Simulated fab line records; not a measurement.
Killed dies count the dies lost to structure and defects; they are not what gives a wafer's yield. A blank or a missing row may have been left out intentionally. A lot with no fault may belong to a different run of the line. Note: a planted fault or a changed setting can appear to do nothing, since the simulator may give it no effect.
fab line records -- flow gf180mcu
[record] lots = 24, wafers = 72, last_day = 34
route steps=602 shown CONTACT@313 V1@351 V2@387 V4@478 TOP_METAL@571
lots untouched by any fault: they come from a run of this same line in which no faults occurred
start_h: hours from the record's opening day to when the first of the lot's shown wafers began -- wait_h: hours from the lot's prior step to this one -- " unchanged from the row above -- L1.1+2: one row covering several wafers at once -- - no value present, or no start provided -- * or withheld: withheld -- < > ~ a bound
route shown NAME@n: NAME is a module with steps in the file, n the number in the route of the first one -- usual: mean/standard deviation taken from wafers without a fault -- same: alike in all rows -- chamber/n: place in a boat -- sites: readings site by site -- _std_site: the values' standard deviation -- _edge_site: the outer-site mean with the inner-site mean subtracted -- radius_mm: how far each site lies from the wafer's centre -- mask NAME#n: copy n -- behind: the last tool/chamber to shape the wafer -- hold: reason for holding the lot/hours on hold/outcome of the hold -- device: the n, p or np transistor that did not switch -- end of line: tests run on the same wafers once the route is complete -- a step given without rows: its recipe and nothing more -- killed: the dies lost at the first sort to structure and to defects; this is not the yield of the wafer -- map: dies across one wafer; x = killed, . = not, _ = none there
set.NAME: the setting the step ran with; set.NAME@STEP: the setting that earlier step ran with -- model.NAME: the simulator's own value behind a step, which no gauge read
a sample of lots followed through the steps of the route, with each step as a table and each wafer as a row
services: the hour from which a tool's chamber was out of use, counted from the record's first day as start_h (under 0 if before that day), plus the number of hours and why
[[steps]]
[step GF_CONTACT_THK_MEAS_26]
[recipe] thk_meas_gauge = xrf, reads = W_of_CONTACT_CVD_24
[usual] CONTACT_W_THK = 290/5.5
lot.wafer,tool,chamber,start_h,wait_h,CONTACT_W_THK[nm]
L074.1,film_metro-04,-,364.34,0.1,289
L074.4,film_metro-04,-,364.34,0.1,291
L074.5,film_metro-04,-,364.34,0.1,289
L075.1,film_metro-01,-,371.27,0.1,294
L075.3,film_metro-01,-,371.27,0.1,288
L075.6,film_metro-01,-,371.27,0.1,297
L076.2,film_metro-04,-,381.91,0.1,292
L076.3,film_metro-04,-,381.91,0.1,289
L076.6,film_metro-04,-,381.91,0.1,286
L077.1,film_metro-01,-,394.36,0.1,285
L077.2,film_metro-01,-,394.36,0.1,294
L077.3,film_metro-01,-,394.36,0.1,285
L078.1,film_metro-04,-,401.51,0.1,292
L078.3,film_metro-04,-,401.51,0.1,289
L078.5,film_metro-04,-,401.51,0.1,280
L079.1,film_metro-03,-,410.35,0.1,283
L079.2,film_metro-03,-,410.35,0.1,284
L079.3,film_metro-03,-,410.35,0.1,283
L080.2,film_metro-01,-,420.92,0.1,282
L080.4,film_metro-01,-,420.92,0.1,288
L080.6,film_metro-01,-,420.92,0.1,284
L081.1,film_metro-03,-,431.88,0.1,291
L081.4,film_metro-03,-,431.88,0.1,293
L081.5,film_metro-03,-,431.88,0.1,290
L082.1,film_metro-04,-,440.99,0.1,292
L082.4,film_metro-04,-,440.99,0.1,285
L082.5,film_metro-04,-,440.99,0.1,284
L083.1,film_metro-01,-,453.54,0.1,295
L083.5,film_metro-01,-,453.54,0.1,298
L083.6,film_metro-01,-,453.54,0.1,293
L084.1,film_metro-04,-,462.94,0.1,292
L084.3,film_metro-04,-,462.94,0.1,286
L084.4,film_metro-04,-,462.94,0.1,291
L085.1,film_metro-03,-,464.29,0.1,283
L085.2,film_metro-03,-,464.29,0.1,291
L085.5,film_metro-03,-,464.29,0.1,282
L086.1,film_metro-04,-,474.39,0.1,299
L086.3,film_metro-04,-,474.39,0.1,297
L086.4,film_metro-04,-,474.39,0.1,298
L087.1,film_metro-03,-,484.26,0.1,299
L087.3,film_metro-03,-,484.26,0.1,298
L087.5,film_metro-03,-,484.26,0.1,298
L088.1,film_metro-04,-,495.09,0.1,291
L088.2,film_metro-04,-,495.09,0.1,294
L088.5,film_metro-04,-,495.09,0.1,294
L089.1,film_metro-01,-,500.66,0.1,280
L089.2,film_metro-01,-,500.66,0.1,291
L089.6,film_metro-01,-,500.66,0.1,279
L090.2,film_metro-03,-,505.68,0.1,283
L090.4,film_metro-03,-,505.68,0.1,281
L090.5,film_metro-03,-,505.68,0.1,294
L091.2,film_metro-04,-,513.91,0.1,298
L091.5,film_metro-04,-,513.91,0.1,298
L091.6,film_metro-04,-,513.91,0.1,298
L092.1,film_metro-01,-,519.24,0.1,283
L092.2,film_metro-01,-,519.24,0.1,289
L092.6,film_metro-01,-,519.24,0.1,291
L093.1,film_metro-03,-,530.08,0.1,292
L093.3,film_metro-03,-,530.08,0.1,289
L093.4,film_metro-03,-,530.08,0.1,294
L094.1,film_metro-04,-,540.31,0.1,295
L094.4,film_metro-04,-,540.31,0.1,291
L094.5,film_metro-04,-,540.31,0.1,292
L095.2,film_metro-04,-,545.14,0.1,294
L095.5,film_metro-04,-,545.14,0.1,286
L095.6,film_metro-04,-,545.14,0.1,295
L096.1,film_metro-01,-,549.33,0.1,292
L096.2,film_metro-01,-,549.33,0.1,286
L096.6,film_metro-01,-,549.33,0.1,282
L097.2,film_metro-04,-,558.75,0.1,296
L097.3,film_metro-04,-,558.75,0.1,295
L097.4,film_metro-04,-,558.75,0.1,295
[step GF_V1_ETCH_16]
[recipe] chemistry = N2/H2, target_depth_a = withheld, overetch_a = withheld, time_s = withheld, target = BARC, ion_energy_ev = 200, source_w = 500, bias_w = 100, pressure_mtorr = 30, n2_flow_sccm = 100, h2_flow_sccm = 200
[usual] drypump_motor_current_A = 5.7/0.39, oes_product_au = 0.854/0.0045, throttle_valve_pct = 13.224/0.01
lot.wafer,tool,chamber,start_h,wait_h,drypump_motor_current_A,oes_product_au,throttle_valve_pct
L074.1,rie_diel-01,0,412.26,0.0,5.8,0.853,13.216
L074.4,rie_diel-01,2,412.26,0.0,6.3,0.862,13.226
L074.5,rie_diel-01,3,412.26,0.0,5.8,0.851,13.229
L075.1,rie_diel-01,0,420.81,0.0,5.8,0.849,13.237
L075.3,rie_diel-01,2,420.81,0.0,6.3,0.849,13.205
L075.6,rie_diel-01,0,420.81,0.0,5.8,0.852,13.217
L076.2,rie_diel-04,3,430.52,0.0,5.5,0.855,13.227
L076.3,rie_diel-04,2,430.52,0.0,5.5,0.852,13.211
L076.6,rie_diel-04,2,430.52,0.0,5.6,0.862,13.216
L077.1,rie_diel-04,2,444.16,0.0,5.5,0.852,13.230
L077.2,rie_diel-04,0,444.16,0.0,5.3,0.849,13.225
L077.3,rie_diel-04,3,444.16,0.0,5.5,0.863,13.218
L078.1,rie_diel-02,1,451.87,0.0,5.2,0.858,13.217
L078.3,rie_diel-02,0,451.87,0.0,6.6,0.848,13.212
L078.5,rie_diel-02,2,451.87,0.0,5.8,0.850,13.218
L079.1,rie_diel-01,2,461.42,0.0,6.3,0.853,13.202
L079.2,rie_diel-01,0,461.42,0.0,5.7,0.858,13.233
L079.3,rie_diel-01,3,461.42,0.0,5.8,0.856,13.233
L080.2,rie_diel-02,0,471.71,0.0,6.6,0.855,13.223
L080.4,rie_diel-02,0,471.71,0.0,6.6,0.845,13.253
L080.6,rie_diel-02,2,471.71,0.0,5.8,0.852,13.221
L081.1,rie_diel-01,1,482.76,0.0,5.7,0.849,13.234
L081.4,rie_diel-01,2,482.76,0.0,6.3,0.850,13.227
L081.5,rie_diel-01,0,482.76,0.0,5.7,0.861,13.215
L082.1,rie_diel-02,1,491.41,0.0,5.2,0.849,13.228
L082.4,rie_diel-02,2,491.41,0.0,5.8,0.849,13.217
L082.5,rie_diel-02,1,491.41,0.0,5.2,0.852,13.204
L083.1,rie_diel-04,0,503.62,0.0,5.3,0.857,13.226
L083.5,rie_diel-04,3,503.62,0.0,5.5,0.857,13.233
L083.6,rie_diel-04,1,503.62,0.0,6.2,0.858,13.235
L084.1,rie_diel-02,1,512.88,0.0,5.2,0.853,13.239
L084.3,rie_diel-02,2,512.88,0.0,5.8,0.853,13.231
L084.4,rie_diel-02,3,512.88,0.0,5.1,0.857,13.226
L085.1,rie_diel-04,0,514.07,0.0,5.3,0.856,13.225
L085.2,rie_diel-04,2,514.07,0.0,5.5,0.856,13.229
L085.5,rie_diel-04,0,514.07,0.0,5.3,0.855,13.242
L086.1,rie_diel-02,2,523.97,0.0,5.8,0.854,13.203
L086.3,rie_diel-02,3,523.97,0.0,5.1,0.855,13.215
L086.4,rie_diel-02,2,523.97,0.0,5.8,0.857,13.243
L087.1,rie_diel-01,1,533.22,0.0,5.7,0.853,13.224
L087.3,rie_diel-01,2,533.22,0.0,6.3,0.853,13.213
L087.5,rie_diel-01,0,533.22,0.0,5.7,0.855,13.220
L088.1,rie_diel-02,3,543.22,0.0,5.1,0.845,13.216
L088.2,rie_diel-02,1,543.22,0.0,5.2,0.860,13.241
L088.5,rie_diel-02,3,543.22,0.0,5.2,0.855,13.225
L089.1,rie_diel-04,2,548.75,0.0,5.5,0.855,13.242
L089.2,rie_diel-04,1,548.75,0.0,6.2,0.850,13.227
L089.6,rie_diel-04,3,548.75,0.0,5.5,0.858,13.243
L090.2,rie_diel-04,1,554.37,0.0,6.1,0.853,13.216
L090.4,rie_diel-04,2,554.37,0.0,5.5,0.854,13.213
L090.5,rie_diel-04,0,554.37,0.0,5.3,0.855,13.233
L091.2,rie_diel-04,1,560.22,0.0,6.2,0.858,13.213
L091.5,rie_diel-04,2,560.22,0.0,5.5,0.862,13.221
L091.6,rie_diel-04,1,560.22,0.0,6.2,0.861,13.229
L092.1,rie_diel-01,1,566.25,0.0,5.7,0.861,13.212
L092.2,rie_diel-01,3,566.25,0.0,5.8,0.863,13.226
L092.6,rie_diel-01,1,566.25,0.0,5.7,0.855,13.232
L093.1,rie_diel-04,3,577.22,0.0,5.4,0.859,13.211
L093.3,rie_diel-04,0,577.22,0.0,5.3,0.858,13.227
L093.4,rie_diel-04,0,577.22,0.0,5.3,0.852,13.221
L094.1,rie_diel-04,2,585.87,0.0,5.6,0.854,13.218
L094.4,rie_diel-04,1,585.87,0.0,6.2,0.854,13.233
L094.5,rie_diel-04,0,585.87,0.0,5.3,0.854,13.214
L095.2,rie_diel-01,3,590.62,0.0,5.8,0.852,13.239
L095.5,rie_diel-01,1,590.62,0.0,5.7,0.858,13.220
L095.6,rie_diel-01,2,590.62,0.0,6.3,0.858,13.235
L096.1,rie_diel-04,1,595.37,0.0,6.2,0.859,13.231
L096.2,rie_diel-04,2,595.37,0.0,5.5,0.850,13.213
L096.6,rie_diel-04,1,595.37,0.0,6.2,0.854,13.220
L097.2,rie_diel-01,0,604.07,0.0,5.7,0.844,13.231
L097.3,rie_diel-01,1,604.07,0.0,5.7,0.851,13.212
L097.4,rie_diel-01,2,604.07,0.0,6.3,0.848,13.209
[step GF_V1_ETCH_17]
[recipe] chemistry = C4F8/O2/Ar, mask_material = KrF, target = SiO2, stop_on = TiN, source_w = 1500, bias_w = 1200, pressure_mtorr = 40, c4f8_flow_sccm = withheld, O2_flow_sccm = 6, Ar_flow_sccm = 300, time_s = withheld, target_depth_a = 6300
[usual] oes_product_au = 0.856/0.0049
lot.wafer,tool,chamber,start_h,wait_h,oes_product_au
L074.1,rie_diel-01,0,-,-,0.865
L074.4,rie_diel-01,2,-,-,0.850
L074.5,rie_diel-01,3,-,-,0.852
L075.1,rie_diel-01,0,-,-,0.855
L075.3,rie_diel-01,2,-,-,0.850
L075.6,rie_diel-01,0,-,-,0.853
L076.2,rie_diel-04,3,-,-,0.847
L076.3,rie_diel-04,2,-,-,0.858
L076.6,rie_diel-04,2,-,-,0.858
L077.1,rie_diel-04,2,-,-,0.848
L077.2,rie_diel-04,0,-,-,0.860
L077.3,rie_diel-04,3,-,-,0.855
L078.1,rie_diel-02,1,-,-,0.855
L078.3,rie_diel-02,0,-,-,0.862
L078.5,rie_diel-02,2,-,-,0.856
L079.1,rie_diel-01,2,-,-,0.866
L079.2,rie_diel-01,0,-,-,0.855
L079.3,rie_diel-01,3,-,-,0.859
L080.2,rie_diel-02,0,-,-,0.851
L080.4,rie_diel-02,0,-,-,0.859
L080.6,rie_diel-02,2,-,-,0.845
L081.1,rie_diel-01,1,-,-,0.854
L081.4,rie_diel-01,2,-,-,0.861
L081.5,rie_diel-01,0,-,-,0.855
L082.1,rie_diel-02,1,-,-,0.862
L082.4,rie_diel-02,2,-,-,0.852
L082.5,rie_diel-02,1,-,-,0.858
L083.1,rie_diel-04,0,-,-,0.850
L083.5,rie_diel-04,3,-,-,0.855
L083.6,rie_diel-04,1,-,-,0.857
L084.1,rie_diel-02,1,-,-,0.849
L084.3,rie_diel-02,2,-,-,0.850
L084.4,rie_diel-02,3,-,-,0.851
L085.1,rie_diel-04,0,-,-,0.858
L085.2,rie_diel-04,2,-,-,0.860
L085.5,rie_diel-04,0,-,-,0.857
L086.1,rie_diel-02,2,-,-,0.855
L086.3,rie_diel-02,3,-,-,0.856
L086.4,rie_diel-02,2,-,-,0.863
L087.1,rie_diel-01,1,-,-,0.857
L087.3,rie_diel-01,2,-,-,0.847
L087.5,rie_diel-01,0,-,-,0.854
L088.1,rie_diel-02,3,-,-,0.855
L088.2,rie_diel-02,1,-,-,0.857
L088.5,rie_diel-02,3,-,-,0.843
L089.1,rie_diel-04,2,-,-,0.856
L089.2,rie_diel-04,1,-,-,0.853
L089.6,rie_diel-04,3,-,-,0.861
L090.2,rie_diel-04,1,-,-,0.864
L090.4,rie_diel-04,2,-,-,0.857
L090.5,rie_diel-04,0,-,-,0.857
L091.2,rie_diel-04,1,-,-,0.856
L091.5,rie_diel-04,2,-,-,0.851
L091.6,rie_diel-04,1,-,-,0.853
L092.1,rie_diel-01,1,-,-,0.854
L092.2,rie_diel-01,3,-,-,0.849
L092.6,rie_diel-01,1,-,-,0.854
L093.1,rie_diel-04,3,-,-,0.855
L093.3,rie_diel-04,0,-,-,0.856
L093.4,rie_diel-04,0,-,-,0.859
L094.1,rie_diel-04,2,-,-,0.865
L094.4,rie_diel-04,1,-,-,0.858
L094.5,rie_diel-04,0,-,-,0.848
L095.2,rie_diel-01,3,-,-,0.860
L095.5,rie_diel-01,1,-,-,0.852
L095.6,rie_diel-01,2,-,-,0.847
L096.1,rie_diel-04,1,-,-,0.860
L096.2,rie_diel-04,2,-,-,0.859
L096.6,rie_diel-04,1,-,-,0.855
L097.2,rie_diel-01,0,-,-,0.851
L097.3,rie_diel-01,1,-,-,0.856
L097.4,rie_diel-01,2,-,-,0.860
[step GF_V2_BOW_MEAS_05]
[recipe] mode = bow
[usual] V2_BOW = 99/7.4
lot.wafer,tool,chamber,start_h,wait_h,V2_BOW[um]
L074.1,film_metro-03,-,439.73,0.2,99
L074.4,film_metro-03,-,439.73,0.2,108
L074.5,film_metro-03,-,439.73,0.2,103
L075.1,film_metro-03,-,447.29,0.3,97
L075.3,film_metro-03,-,447.29,0.3,107
L075.6,film_metro-03,-,447.29,0.3,98
L076.2,film_metro-04,-,458.33,0.1,90
L076.3,film_metro-04,-,458.33,0.1,104
L076.6,film_metro-04,-,458.33,0.1,100
L077.1,film_metro-04,-,471.78,0.1,99
L077.2,film_metro-04,-,471.78,0.1,102
L077.3,film_metro-04,-,471.78,0.1,115
L078.1,film_metro-04,-,478.68,0.1,105
L078.3,film_metro-04,-,478.68,0.1,108
L078.5,film_metro-04,-,478.68,0.1,102
L079.1,film_metro-01,-,488.35,0.2,87
L079.2,film_metro-01,-,488.35,0.2,100
L079.3,film_metro-01,-,488.35,0.2,101
L080.2,film_metro-03,-,499.08,0.2,103
L080.4,film_metro-03,-,499.08,0.2,97
L080.6,film_metro-03,-,499.08,0.2,102
L081.1,film_metro-01,-,509.56,0.1,103
L081.4,film_metro-01,-,509.56,0.1,98
L081.5,film_metro-01,-,509.56,0.1,98
L082.1,film_metro-01,-,518.14,0.1,111
L082.4,film_metro-01,-,518.14,0.1,98
L082.5,film_metro-01,-,518.14,0.1,100
L083.1,film_metro-01,-,530.74,0.2,99
L083.5,film_metro-01,-,530.74,0.2,88
L083.6,film_metro-01,-,530.74,0.2,105
L084.1,film_metro-04,-,538.64,0.1,92
L084.3,film_metro-04,-,538.64,0.1,87
L084.4,film_metro-04,-,538.64,0.1,103
L085.1,film_metro-03,-,539.78,0.1,112
L085.2,film_metro-03,-,539.78,0.1,113
L085.5,film_metro-03,-,539.78,0.1,109
L086.1,film_metro-01,-,549.75,0.1,112
L086.3,film_metro-01,-,549.75,0.1,91
L086.4,film_metro-01,-,549.75,0.1,101
L087.1,film_metro-01,-,558.72,0.1,100
L087.3,film_metro-01,-,558.72,0.1,87
L087.5,film_metro-01,-,558.72,0.1,101
L088.1,film_metro-04,-,568.43,0.2,104
L088.2,film_metro-04,-,568.43,0.2,105
L088.5,film_metro-04,-,568.43,0.2,93
L089.1,film_metro-01,-,574.09,0.1,90
L089.2,film_metro-01,-,574.09,0.1,93
L089.6,film_metro-01,-,574.09,0.1,98
L090.2,film_metro-04,-,579.40,0.1,105
L090.4,film_metro-04,-,579.40,0.1,88
L090.5,film_metro-04,-,579.40,0.1,93
L091.2,film_metro-03,-,584.76,0.2,103
L091.5,film_metro-03,-,584.76,0.2,111
L091.6,film_metro-03,-,584.76,0.2,87
L092.1,film_metro-04,-,591.22,0.1,93
L092.2,film_metro-04,-,591.22,0.1,90
L092.6,film_metro-04,-,591.22,0.1,103
L093.1,film_metro-03,-,601.58,0.3,97
L093.3,film_metro-03,-,601.58,0.3,90
L093.4,film_metro-03,-,601.58,0.3,91
L094.1,film_metro-03,-,610.03,0.1,104
L094.4,film_metro-03,-,610.03,0.1,90
L094.5,film_metro-03,-,610.03,0.1,99
L095.2,film_metro-01,-,614.62,0.3,105
L095.5,film_metro-01,-,614.62,0.3,98
L095.6,film_metro-01,-,614.62,0.3,82
L096.1,film_metro-04,-,618.94,0.1,98
L096.2,film_metro-04,-,618.94,0.1,89
L096.6,film_metro-04,-,618.94,0.1,101
L097.2,film_metro-01,-,627.70,0.2,101
L097.3,film_metro-01,-,627.70,0.2,85
L097.4,film_metro-01,-,627.70,0.2,98
[step GF_V4_CVD_02]
[recipe] material = SiO2, target_thk_nm = 850, precursor = TEOS, temp_c = 400, time_s = 94.851, rf_w = 600
[usual] heater_power_outer_w = 361/63, heater_power_w = 624/88
lot.wafer,tool,chamber,start_h,wait_h,heater_power_outer_w,heater_power_w
L074.1,pecvd-04,1,540.62,0.1,251,474
L074.4,pecvd-04,2,540.62,0.1,387,643
L074.5,pecvd-04,0,540.62,0.1,305,618
L075.1,pecvd-01,1,546.70,0.1,275,520
L075.3,pecvd-01,2,546.70,0.1,374,598
L075.6,pecvd-01,1,546.70,0.1,315,587
L076.2,pecvd-01,0,557.23,0.0,434,747
L076.3,pecvd-01,2,557.23,0.0,384,632
L076.6,pecvd-01,0,557.23,0.0,473,802
L077.1,pecvd-02,0,570.04,0.1,431,699
L077.2,pecvd-02,2,570.04,0.1,345,581
L077.3,pecvd-02,1,570.04,0.1,437,745
L078.1,pecvd-02,1,576.19,0.1,427,717
L078.3,pecvd-02,2,576.19,0.1,369,622
L078.5,pecvd-02,0,576.19,0.1,422,679
L079.1,pecvd-02,1,585.20,0.1,441,756
L079.2,pecvd-02,2,585.20,0.1,331,563
L079.3,pecvd-02,0,585.20,0.1,345,588
L080.2,pecvd-04,0,595.53,0.0,389,733
L080.4,pecvd-04,2,595.53,0.0,422,681
L080.6,pecvd-04,2,595.53,0.0,428,703
L081.1,pecvd-01,0,603.50,0.1,369,664
L081.4,pecvd-01,2,603.50,0.1,296,500
L081.5,pecvd-01,0,603.50,0.1,424,744
L082.1,pecvd-01,2,611.74,0.1,379,595
L082.4,pecvd-01,0,611.74,0.1,470,801
L082.5,pecvd-01,2,611.74,0.1,287,504
L083.1,pecvd-02,0,623.69,0.1,434,714
L083.5,pecvd-02,0,623.69,0.1,340,580
L083.6,pecvd-02,1,623.69,0.1,371,632
L084.1,pecvd-02,1,629.10,0.1,372,660
L084.3,pecvd-02,2,629.10,0.1,355,596
L084.4,pecvd-02,2,629.10,0.1,383,617
L085.1,pecvd-04,1,630.80,0.1,259,499
L085.2,pecvd-04,2,630.80,0.1,436,698
L085.5,pecvd-04,2,630.80,0.1,377,629
L086.1,pecvd-02,0,640.23,0.1,351,621
L086.3,pecvd-02,2,640.23,0.1,374,612
L086.4,pecvd-02,2,640.23,0.1,401,658
L087.1,pecvd-02,0,648.42,0.1,381,645
L087.3,pecvd-02,1,648.42,0.1,384,651
L087.5,pecvd-02,1,648.42,0.1,405,691
L088.1,pecvd-02,1,657.81,0.1,429,722
L088.2,pecvd-02,0,657.81,0.1,398,693
L088.5,pecvd-02,2,657.81,0.1,386,625
L089.1,pecvd-01,0,663.09,0.1,445,756
L089.2,pecvd-01,2,663.09,0.1,307,512
L089.6,pecvd-01,0,663.09,0.1,474,795
L090.2,pecvd-02,1,667.28,0.0,389,674
L090.4,pecvd-02,0,667.28,0.0,410,675
L090.5,pecvd-02,2,667.28,0.0,420,665
L091.2,pecvd-04,1,671.31,0.0,246,479
L091.5,pecvd-04,1,671.31,0.0,181,401
L091.6,pecvd-04,2,671.31,0.0,370,614
L092.1,pecvd-02,0,676.74,0.1,352,599
L092.2,pecvd-02,1,676.74,0.1,343,621
L092.6,pecvd-02,2,676.74,0.1,399,664
L093.1,pecvd-04,1,687.40,0.1,236,471
L093.3,pecvd-04,0,687.40,0.1,345,653
L093.4,pecvd-04,1,687.40,0.1,256,506
L094.1,pecvd-04,0,694.04,0.1,381,712
L094.4,pecvd-04,0,694.04,0.1,411,759
L094.5,pecvd-04,2,694.04,0.1,396,632
L095.2,pecvd-02,1,697.69,0.0,356,642
L095.5,pecvd-02,1,697.69,0.0,396,678
L095.6,pecvd-02,2,697.69,0.0,303,525
L096.1,pecvd-01,0,702.66,0.1,374,664
L096.2,pecvd-01,2,702.66,0.1,388,622
L096.6,pecvd-01,1,702.66,0.1,325,611
L097.2,pecvd-04,2,710.69,0.0,416,672
L097.3,pecvd-04,1,710.69,0.0,252,486
L097.4,pecvd-04,0,710.69,0.0,439,776
[step GF_TOP_METAL_SPUTTER_04]
[recipe] material = TiN, target_thk_nm = 25, power_w = 6500, time_s = 20.8, chamber_pressure_pa = 0.4
[usual] throttle_valve_pct = 30.1/1.1
lot.wafer,tool,chamber,start_h,wait_h,throttle_valve_pct
L074.1,pvd_sputter-02,-,632.92,0.0,31.1
L074.4,pvd_sputter-02,-,632.92,0.0,30.6
L074.5,pvd_sputter-02,-,632.92,0.0,31.0
L075.1,pvd_sputter-02,-,638.16,0.0,32.0
L075.3,pvd_sputter-02,-,638.16,0.0,31.1
L075.6,pvd_sputter-02,-,638.16,0.0,30.9
L076.2,pvd_sputter-01,-,647.77,0.0,30.7
L076.3,pvd_sputter-01,-,647.77,0.0,31.2
L076.6,pvd_sputter-01,-,647.77,0.0,30.8
L077.1,pvd_sputter-04,-,658.52,0.0,30.7
L077.2,pvd_sputter-04,-,658.52,0.0,30.1
L077.3,pvd_sputter-04,-,658.52,0.0,27.6
L078.1,pvd_sputter-01,-,663.87,0.0,31.3
L078.3,pvd_sputter-01,-,663.87,0.0,30.0
L078.5,pvd_sputter-01,-,663.87,0.0,30.0
L079.1,pvd_sputter-04,-,672.33,0.0,28.5
L079.2,pvd_sputter-04,-,672.33,0.0,30.2
L079.3,pvd_sputter-04,-,672.33,0.0,31.0
L080.2,pvd_sputter-02,-,681.02,0.0,29.4
L080.4,pvd_sputter-02,-,681.02,0.0,30.7
L080.6,pvd_sputter-02,-,681.02,0.0,30.8
L081.1,pvd_sputter-02,-,688.45,0.0,31.0
L081.4,pvd_sputter-02,-,688.45,0.0,30.6
L081.5,pvd_sputter-02,-,688.45,0.0,30.7
L082.1,pvd_sputter-01,-,695.21,0.0,29.5
L082.4,pvd_sputter-01,-,695.21,0.0,31.5
L082.5,pvd_sputter-01,-,695.21,0.0,31.0
L083.1,pvd_sputter-04,-,706.93,0.0,28.8
L083.5,pvd_sputter-04,-,706.93,0.0,30.4
L083.6,pvd_sputter-04,-,706.93,0.0,28.4
L084.1,pvd_sputter-01,-,711.86,0.0,29.5
L084.3,pvd_sputter-01,-,711.86,0.0,31.1
L084.4,pvd_sputter-01,-,711.86,0.0,30.1
L085.1,pvd_sputter-04,-,713.24,0.0,30.8
L085.2,pvd_sputter-04,-,713.24,0.0,28.7
L085.5,pvd_sputter-04,-,713.24,0.0,30.2
L086.1,pvd_sputter-04,-,721.60,0.0,28.7
L086.3,pvd_sputter-04,-,721.60,0.0,30.8
L086.4,pvd_sputter-04,-,721.60,0.0,28.0
L087.1,pvd_sputter-02,-,728.93,0.0,29.3
L087.3,pvd_sputter-02,-,728.93,0.0,31.0
L087.5,pvd_sputter-02,-,728.93,0.0,29.3
L088.1,pvd_sputter-01,-,738.35,0.0,31.0
L088.2,pvd_sputter-01,-,738.35,0.0,29.4
L088.5,pvd_sputter-01,-,738.35,0.0,29.8
L089.1,pvd_sputter-01,-,742.45,0.0,29.4
L089.2,pvd_sputter-01,-,742.45,0.0,30.9
L089.6,pvd_sputter-01,-,742.45,0.0,30.8
L090.2,pvd_sputter-02,-,747.02,0.0,29.2
L090.4,pvd_sputter-02,-,747.02,0.0,30.5
L090.5,pvd_sputter-02,-,747.02,0.0,29.3
L091.2,pvd_sputter-04,-,749.85,0.0,27.8
L091.5,pvd_sputter-04,-,749.85,0.0,27.7
L091.6,pvd_sputter-04,-,749.85,0.0,28.5
L092.1,pvd_sputter-01,-,754.45,0.0,29.7
L092.2,pvd_sputter-01,-,754.45,0.0,31.1
L092.6,pvd_sputter-01,-,754.45,0.0,31.4
L093.1,pvd_sputter-01,-,763.32,0.0,31.4
L093.3,pvd_sputter-01,-,763.32,0.0,29.5
L093.4,pvd_sputter-01,-,763.32,0.0,29.9
L094.1,pvd_sputter-01,-,769.28,0.0,29.5
L094.4,pvd_sputter-01,-,769.28,0.0,31.3
L094.5,pvd_sputter-01,-,769.28,0.0,31.2
L095.2,pvd_sputter-02,-,771.55,0.0,30.7
L095.5,pvd_sputter-02,-,771.55,0.0,30.9
L095.6,pvd_sputter-02,-,771.55,0.0,29.4
L096.1,pvd_sputter-01,-,777.82,0.0,29.6
L096.2,pvd_sputter-01,-,777.82,0.0,30.7
L096.6,pvd_sputter-01,-,777.82,0.0,29.4
L097.2,pvd_sputter-04,-,784.11,0.0,30.2
L097.3,pvd_sputter-04,-,784.11,0.0,27.9
L097.4,pvd_sputter-04,-,784.11,0.0,28.5
[[services]]
tool,chamber,start_h,hours,kind
rie_diel-02,-,430.80,0.2,repair
rie_diel-02,2,432.52,5.2,repair
rie_diel-01,3,471.98,7.8,repair
rie_diel-04,2,481.27,2.9,repair
rie_diel-04,-,484.85,14.6,pm
rie_diel-01,-,506.97,2.8,pm
rie_diel-02,0,509.08,20.2,repair
rie_diel-04,1,522.70,2.6,repair
rie_diel-02,1,528.68,2.7,repair
rie_diel-04,-,531.68,0.5,repair
rie_diel-04,0,560.10,16.7,repair
rie_diel-04,1,571.58,5.9,repair
rie_diel-02,-,573.53,15.6,pm
rie_diel-04,-,602.83,2.0,repair
rie_diel-02,-,609.06,2.8,pm
rie_diel-04,0,631.39,9.5,repair
rie_diel-04,-,652.69,2.8,pm
rie_diel-01,0,656.51,10.5,repair
rie_diel-04,0,673.90,2.5,repair
rie_diel-02,-,750.86,0.5,repair
rie_diel-01,3,756.42,11.5,repair
rie_diel-02,-,760.49,0.4,repair
rie_diel-04,1,772.92,3.4,repair
rie_diel-02,3,781.32,6.2,repair
[[key]]
fault none
